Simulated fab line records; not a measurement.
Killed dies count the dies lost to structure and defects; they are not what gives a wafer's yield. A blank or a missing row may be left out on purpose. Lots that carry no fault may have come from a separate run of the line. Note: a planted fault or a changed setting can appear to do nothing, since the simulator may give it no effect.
Shared-tool check -- flow gf180mcu -- 13 lots, 42 wafers sampled

REASON IT WAS OPENED
On 1 of the 13 lots, a flag is raised at GF_STI_CD_MEAS_12 on the reading cd_nm. No-fault wafers: 220.2 nm, standard deviation 1.3.
Rule: a lot is flagged when every wafer of it that has a number lies more than 4 standard deviations from that mean, or none has a number. All remaining lots are regarded as sound.

lot,measured,on,"cd_nm (nm), wafer by wafer",flag
L291,day 2 04:28,cd_sem-01,217.1 218.1 219.1,
L292,day 2 06:41,cd_sem-02,222.1 222.3 222.3,
L293,day 2 11:13,cd_sem-02,219.6 219.9 219.1,
L294,day 2 17:54,cd_sem-02,222.1 222.0 220.7,
L295,day 2 23:25,cd_sem-02,220.6 221.2 220.9,
L296,day 3 04:18,cd_sem-01,221.9 220.6 219.7,
L297,day 3 08:24,cd_sem-02,222.0 220.3 221.6,
L298,day 3 16:27,cd_sem-02,219.6 220.0 218.9,
L302,day 4 09:50,cd_sem-02,234.7 235.9 236.1 235.1 236.1 236.5,FLAGGED
L310,day 6 06:01,cd_sem-02,218.9 217.6 217.8,
L311,day 6 07:44,cd_sem-01,219.9 220.3 220.6,
L312,day 6 13:55,cd_sem-01,218.5 220.5 219.5,
L313,day 6 22:37,cd_sem-02,219.4 220.0 219.5,
The numbers of the flagged lots are 235.7 nm on average: +15.5 nm against the usual, or +12 standard deviations.

WHICH TOOL RAN EACH LOT
The record holds 1 process step before the reading, out of a route of 602 steps. Each cell gives the tool, then ch followed by the chambers the sampled wafers passed through, then the start.
lot,flag,GF_STI_EXPOSE_09
L291,,"krf_scanner-01 ch 0, day 1 22:41"
L292,,"krf_scanner-02 ch 0, day 2 01:02"
L293,,"krf_scanner-01 ch 0, day 2 05:20"
L294,,"krf_scanner-01 ch 0, day 2 12:12"
L295,,"krf_scanner-01 ch 0, day 2 16:54"
L296,,"krf_scanner-02 ch 0, day 2 22:55"
L297,,"krf_scanner-02 ch 0, day 3 02:26"
L298,,"krf_scanner-02 ch 0, day 3 10:30"
L302,FLAGGED,"krf_scanner-02 ch 0, day 4 03:19"
L310,,"krf_scanner-02 ch 0, day 5 22:40"
L311,,"krf_scanner-02 ch 0, day 6 00:41"
L312,,"krf_scanner-02 ch 0, day 6 06:50"
L313,,"krf_scanner-02 ch 0, day 6 15:25"
What is done by these steps:
- GF_STI_EXPOSE_09: exposes mask COMP, target cd 220 nm.
- GF_STI_CD_MEAS_12: target cd 220 nm.

FLAGGED AGAINST TOTAL, ONE TOOL AT A TIME (gauges that did the reading follow at the end)
step,tool,lots run,flagged,share of the flagged lots,sound lots run after its first flagged lot
GF_STI_EXPOSE_09,krf_scanner-01,4,0,none,-
GF_STI_EXPOSE_09,krf_scanner-02,9,1,all,"4 (L310,L311,L312,L313)"
GF_STI_CD_MEAS_12,cd_sem-01,4,0,none,-
GF_STI_CD_MEAS_12,cd_sem-02,9,1,all,"2 (L310,L313)"

WHAT THE TABLE PERMITS
In 2 table rows, all flagged lots were run: krf_scanner-02 (GF_STI_EXPOSE_09), cd_sem-02 (GF_STI_CD_MEAS_12).
- krf_scanner-02 at GF_STI_EXPOSE_09 ran 9 lots, 1 of them flagged. Sound lots followed the first flagged one (L310, L311, L312, L313) on it, something a lasting fault affecting the whole tool could not allow.
- cd_sem-02 at GF_STI_CD_MEAS_12 ran 9 lots, 1 of them flagged. Sound lots followed the first flagged one (L310, L313) on it, something a lasting fault affecting the whole tool could not allow.
No row of the table ran every flagged lot and no sound lot after the first.

WHAT WAS PUT IN BY THE SIMULATOR
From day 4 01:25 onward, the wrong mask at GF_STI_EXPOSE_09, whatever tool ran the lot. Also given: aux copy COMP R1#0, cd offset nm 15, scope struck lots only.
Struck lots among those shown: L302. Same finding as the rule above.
